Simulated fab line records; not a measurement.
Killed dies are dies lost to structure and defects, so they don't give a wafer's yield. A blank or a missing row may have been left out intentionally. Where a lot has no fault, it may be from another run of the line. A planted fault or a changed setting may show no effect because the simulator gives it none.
Which tool is to blame? -- flow sky130 -- at 1 step of a route of 708, 14 lots with 41 wafers sampled

## WHAT EACH GAUGE READ, for each wafer
No reading from a measuring or inspecting step in the record can be judged against a usual standard deviation.

## WHICH TOOL RAN EACH LOT (tool, then ch and the chambers of the sampled wafers, then the start)
lot,SKY_VIA2_ETCH_15
L316,"rieDiel-02 ch 0,1,2, day 37 02:35"
L317,"rieDiel-01 ch 0,1,2, day 37 02:56"
L318,"rieDiel-03 ch 0,1,2, day 37 06:29"
L319,"rieDiel-03 ch 0,2,3, day 37 16:14"
L320,"rieDiel-03 ch 0,1,3, day 37 21:26"
L321,"rieDiel-02 ch 1,2,3, day 38 13:02"
L323,"rieDiel-02 ch 1,2,3, day 38 20:34"
L324,"rieDiel-03 ch 0,1,3, day 39 05:05"
L327,"rieDiel-02 ch 0,1, day 40 05:34"
L328,"rieDiel-03 ch 0,3, day 40 10:17"
L329,"rieDiel-01 ch 0,2,3, day 40 13:20"
L330,"rieDiel-02 ch 0,2, day 40 22:29"
L336,"rieDiel-03 ch 1,2, day 42 12:19"
L337,"rieDiel-01 ch 1,2,3, day 42 23:46"
- SKY_VIA2_ETCH_15: etches SiO2 in C4F8/O2/Ar, stops on TiN, target depth 546 nm, time 84 s.

## WHAT THE TOOLS THEMSELVES READ (means of the sampled wafers that have a number; where no wafer has one, the mark that the record gives instead)
SKY_VIA2_ETCH_15.
lot,tool,biasW (W),oesProductAu (a.u.),rfFwdPowerW (W)
L316,rieDiel-02,1205,0.941,1492
L317,rieDiel-01,1203,0.935,1489
L318,rieDiel-03,1199,0.941,1495
L319,rieDiel-03,1200,0.940,1484
L320,rieDiel-03,1199,0.934,1489
L321,rieDiel-02,1201,0.944,1490
L323,rieDiel-02,1201,0.934,1490
L324,rieDiel-03,1198,0.940,1490
L327,rieDiel-02,1196,0.948,1731
L328,rieDiel-03,1202,0.939,1487
L329,rieDiel-01,1199,0.938,1489
L330,rieDiel-02,1201,0.939,1730
L336,rieDiel-03,1200,0.942,1493
L337,rieDiel-01,1200,0.939,1496

## THE ANSWER, worked out from the rows above alone
Rule: what is usual is taken from the lots themselves. Put in order of their means at a reading, lots are off if they are a third of the lots or fewer, leave a main group of 4 or more, and stand apart from it by a gap of 3 or more times the standard deviation of the main group's means; of several such gaps the widest counts. If all means in a main group match to the digits the tables above print for the reading, that group is not used. Also off: a lot with no number at a reading for which 4 or more lots have one. The other lots that the step has rows for count as sound. After the gauges, taken in route order, come the tools' own readings; for these a lot's mean is taken, as printed above. The first step at which some lot is off is used, and at that step the reading that is off furthest; a lot without a number counts as furthest.
Off at SKY_VIA2_ETCH_15 (rfFwdPowerW): L327, L330. The main group: mean 1490 W, standard deviation 3.2.
If a tool, at that step or one of the process steps before it, ran each lot that is off and ran no sound lot following the first of them, it fits. One fits: rieDiel-02 at SKY_VIA2_ETCH_15. A fault onset in the window from L323 (day 38 20:34, its last sound lot) to L327 (day 40 05:34, its first lot off) fits.
The tool's own readings at SKY_VIA2_ETCH_15 bear it out: on the lots that are off they differ by more than 5 times the standard deviation of the sound lots' means. rfFwdPowerW reads 1730 W there against 1490 W on the sound lots.

## WHAT HAD BEEN PUT IN BY THE SIMULATOR
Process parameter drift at SKY_VIA2_ETCH_15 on rieDiel-02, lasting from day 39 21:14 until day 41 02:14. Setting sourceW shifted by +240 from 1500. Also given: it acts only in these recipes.
Lots struck among those shown: L327, L330. The same result came from the rule above.
